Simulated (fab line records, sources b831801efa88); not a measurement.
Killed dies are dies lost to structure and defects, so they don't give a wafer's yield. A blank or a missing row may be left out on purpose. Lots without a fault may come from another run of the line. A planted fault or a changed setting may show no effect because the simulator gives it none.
Which tool did it? | flow sfq_line | 14 lots, 41 wafers sampled, at 3 steps of a route of 325

WHAT THE GAUGES READ, wafer by wafer
SFQ_C5_OVL_MEAS_937. Usual: C5_OVL 0 nm, standard deviation 5.4.
lot  | measured     | on         | C5_OVL (nm) | flag
L390 | day 69 16:41 | overlay-01 | -5 -12 -3   |
L391 | day 69 19:05 | overlay-01 | -15 -8 -9   |
L392 | day 69 21:36 | overlay-01 | 13 2 -2     |
L393 | day 70 14:36 | overlay-01 | -2 -3 -5    |
L394 | day 70 19:23 | overlay-02 | 4 12 7      |
L395 | day 71 11:28 | overlay-01 | 7 8 6       |
L396 | day 71 20:30 | overlay-01 | 1 0 -3      |
L402 | day 78 11:49 | overlay-02 | 3 0         |
L404 | day 79 11:57 | overlay-02 | 3 5 5       |
L405 | day 79 17:56 | overlay-01 | 10 0 3      |
L406 | day 79 20:50 | overlay-02 | -1 3 2      |
L408 | day 80 05:55 | overlay-02 | 5 0 11      |
L409 | day 80 08:19 | overlay-01 | 3 -4 5      |
L412 | day 80 19:07 | overlay-02 | -11 -6 -7   |

WHICH TOOL RAN EACH LOT (tool, then ch and the chambers of the sampled wafers, then the start)
lot  | SFQ_TRILAYER_R5_BARC_OPEN_METAL_ETCH_177 | SFQ_TRILAYER_A5C_DEP_PECVD_142
L390 | rie_metal-02 ch 0,1, day 65 00:06        | pecvd-02 ch 1,2, day 65 01:00
L391 | rie_metal-03 ch 0,1, day 65 01:26        | pecvd-03 ch 1,2, day 65 02:19
L392 | rie_metal-02 ch 0, day 66 08:12          | pecvd-02 ch 1,2, day 66 09:49
L393 | rie_metal-04 ch 0,1, day 70 07:56        | pecvd-01 ch 0,2, day 70 08:50
L394 | rie_metal-03 ch 0,1, day 70 12:28        | pecvd-03 ch 0,2, day 70 13:22
L395 | rie_metal-04 ch 0,1, day 71 05:02        | pecvd-03 ch 0,1,2, day 71 05:56
L396 | rie_metal-03 ch 0,1, day 71 14:01        | pecvd-02 ch 0,1,2, day 71 14:54
L402 | rie_metal-03 ch 0,1, day 74 18:43        | pecvd-03 ch 0,1, day 74 19:38
L404 | rie_metal-02 ch 0,1, day 75 09:07        | pecvd-03 ch 0,2, day 75 10:11
L405 | rie_metal-02 ch 0,1, day 75 13:38        | pecvd-01 ch 0,1,2, day 75 14:32
L406 | rie_metal-02 ch 0,1, day 75 16:02        | pecvd-01 ch 0,1, day 75 16:56
L408 | rie_metal-04 ch 0,1, day 76 00:46        | pecvd-02 ch 0,1,2, day 76 01:40
L409 | rie_metal-02 ch 0,1, day 76 01:58        | pecvd-01 ch 1,2, day 76 02:52
L412 | rie_metal-02 ch 0,1, day 76 13:23        | pecvd-01 ch 0,1,2, day 76 14:17
- SFQ_TRILAYER_R5_BARC_OPEN_METAL_ETCH_177: etches BARC in O2, target depth 125 nm, time 41.7 s.
- SFQ_TRILAYER_A5C_DEP_PECVD_142: deposits SiO2 from SiH4/N2O, time 15.556 s, target thk 70 nm.

WHAT THE TOOLS THEMSELVES READ (means of the sampled wafers that have a number; where no wafer has one, the mark that the record gives instead)
SFQ_TRILAYER_R5_BARC_OPEN_METAL_ETCH_177. Usual: chamber_pressure_mTorr 9.998 mTorr, standard deviation 0.0093; drypump_motor_current_A 5.6 A, standard deviation 0.47; oes_product_au 0.686 a.u., standard deviation 0.0049.
lot  | tool         | chamber_pressure_mTorr (mTorr) | drypump_motor_current_A (A) | oes_product_au (a.u.) | flag
L390 | rie_metal-02 | 9.992                          | 5.7                         | 0.684                 |
L391 | rie_metal-03 | 9.996                          | 5.6                         | 0.681                 |
L392 | rie_metal-02 | 10.008                         | 5.3                         | 0.685                 |
L393 | rie_metal-04 | 9.998                          | 5.2                         | 0.688                 |
L394 | rie_metal-03 | 10.003                         | 5.7                         | 0.685                 |
L395 | rie_metal-04 | 9.985                          | 5.2                         | 0.683                 |
L396 | rie_metal-03 | 9.995                          | 5.6                         | 0.687                 |
L402 | rie_metal-03 | 9.995                          | 5.7                         | 0.691                 |
L404 | rie_metal-02 | 9.996                          | 6.0                         | 0.685                 |
L405 | rie_metal-02 | 9.999                          | 6.1                         | 0.689                 |
L406 | rie_metal-02 | 10.010                         | 6.0                         | 0.683                 |
L408 | rie_metal-04 | 9.996                          | 5.2                         | 0.684                 |
L409 | rie_metal-02 | 9.998                          | 5.7                         | 0.684                 |
L412 | rie_metal-02 | 9.994                          | 6.1                         | 0.683                 |

SFQ_TRILAYER_A5C_DEP_PECVD_142. Usual: heater_power_w 90 W, standard deviation 14; throttle_valve_pct 25.1 %, standard deviation 2.
lot  | tool     | heater_power_w (W) | throttle_valve_pct (%) | flag
L390 | pecvd-02 | 106                | 28.0                   |
L391 | pecvd-03 | 76                 | 23.3                   |
L392 | pecvd-02 | 101                | 27.1                   |
L393 | pecvd-01 | 92                 | 25.8                   |
L394 | pecvd-03 | 94                 | 25.0                   |
L395 | pecvd-03 | 82                 | 24.3                   |
L396 | pecvd-02 | 95                 | 26.7                   |
L402 | pecvd-03 | 94                 | 25.5                   |
L404 | pecvd-03 | 95                 | 25.5                   |
L405 | pecvd-01 | 91                 | 23.5                   |
L406 | pecvd-01 | 90                 | 23.8                   |
L408 | pecvd-02 | 91                 | 26.6                   |
L409 | pecvd-01 | 104                | 23.5                   |
L412 | pecvd-01 | 87                 | 23.6                   |

THE ANSWER, worked out from the rows above alone
Rule: a lot is off if the mean of its wafers that have a number lies more than 3 standard deviations from the usual mean. A lot without any number at a reading at which 4 lots or more have one is off too. The other lots that the step has rows for count as sound. The gauges are gone through in route order, then the tools' own readings, and for those a lot's mean is taken as printed above. The first step at which some lot is off is used, and at that step the reading that is off furthest; a lot without a number counts as furthest.
No lot is off at any reading shown: from this, nothing can be told.

WHAT THE SIMULATOR HAD PUT IN
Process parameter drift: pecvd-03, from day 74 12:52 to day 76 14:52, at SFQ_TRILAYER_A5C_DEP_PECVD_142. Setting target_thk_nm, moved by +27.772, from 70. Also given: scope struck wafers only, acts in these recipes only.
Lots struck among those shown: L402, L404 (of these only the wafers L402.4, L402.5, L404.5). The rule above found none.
